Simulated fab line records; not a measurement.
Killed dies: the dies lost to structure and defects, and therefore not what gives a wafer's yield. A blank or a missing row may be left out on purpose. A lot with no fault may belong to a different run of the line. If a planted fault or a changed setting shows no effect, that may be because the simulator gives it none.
Which tool was responsible?	flow sky130	33 wafers sampled from 11 lots at 1 step of a route of 708

## WHAT EACH GAUGE READ, for each wafer
SKY_SD_N_TW_MEAS_12.
lot	measured	on	SD_N_TW
L460	day 28 14:17	film_metro-03	3971 3963 3993
L461	day 29 00:09	film_metro-03	3950 3938 3950
L462	day 29 16:58	film_metro-02	3968 3959 3973
L471	day 32 10:05	film_metro-01	4036 4051 4019
L472	day 32 20:50	film_metro-01	3995 3989 3971
L473	day 33 11:01	film_metro-01	4045 4020 4014
L475	day 34 04:11	film_metro-02	3932 3955 3926
L477	day 34 08:08	film_metro-02	3966 3961 3933
L479	day 35 05:31	film_metro-03	3952 3938 3950
L480	day 35 06:35	film_metro-03	3980 3983 3957
L481	day 35 11:53	film_metro-01	4008 3964 3988

## WHICH TOOL RAN EACH LOT (tool, then ch and the chambers of the sampled wafers, then the start)
Record: no process step prior to these readings.

## WHAT THE TOOLS THEMSELVES READ (means of the sampled wafers that have a number; where no wafer has one, the mark that the record gives instead)
The record holds no such reading with a usual standard deviation.

## THE ANSWER, worked out from the rows above alone
Rule: the usual values come from the lots themselves. Put in order of their means at a reading, lots are off if they are a third of the lots or fewer, leave a main group of 4 or more, and stand apart from it by a gap of 3 or more times the standard deviation of the main group's means; of several such gaps the widest counts. A main group whose means are all the same, to the digits that the tables above print for the reading, isn't used. A lot without any number at a reading at which 4 lots or more have one is off too. All remaining lots with rows at the step are treated as sound. The gauges are gone through in route order, then the tools' own readings, and for those a lot's mean is taken as printed above. At the first step where some lot is off, the reading lying furthest off is the one used; lots without a number count as furthest.
Nothing can be told from this: no lot is off at any reading shown.

## WHAT THE SIMULATOR PUT IN
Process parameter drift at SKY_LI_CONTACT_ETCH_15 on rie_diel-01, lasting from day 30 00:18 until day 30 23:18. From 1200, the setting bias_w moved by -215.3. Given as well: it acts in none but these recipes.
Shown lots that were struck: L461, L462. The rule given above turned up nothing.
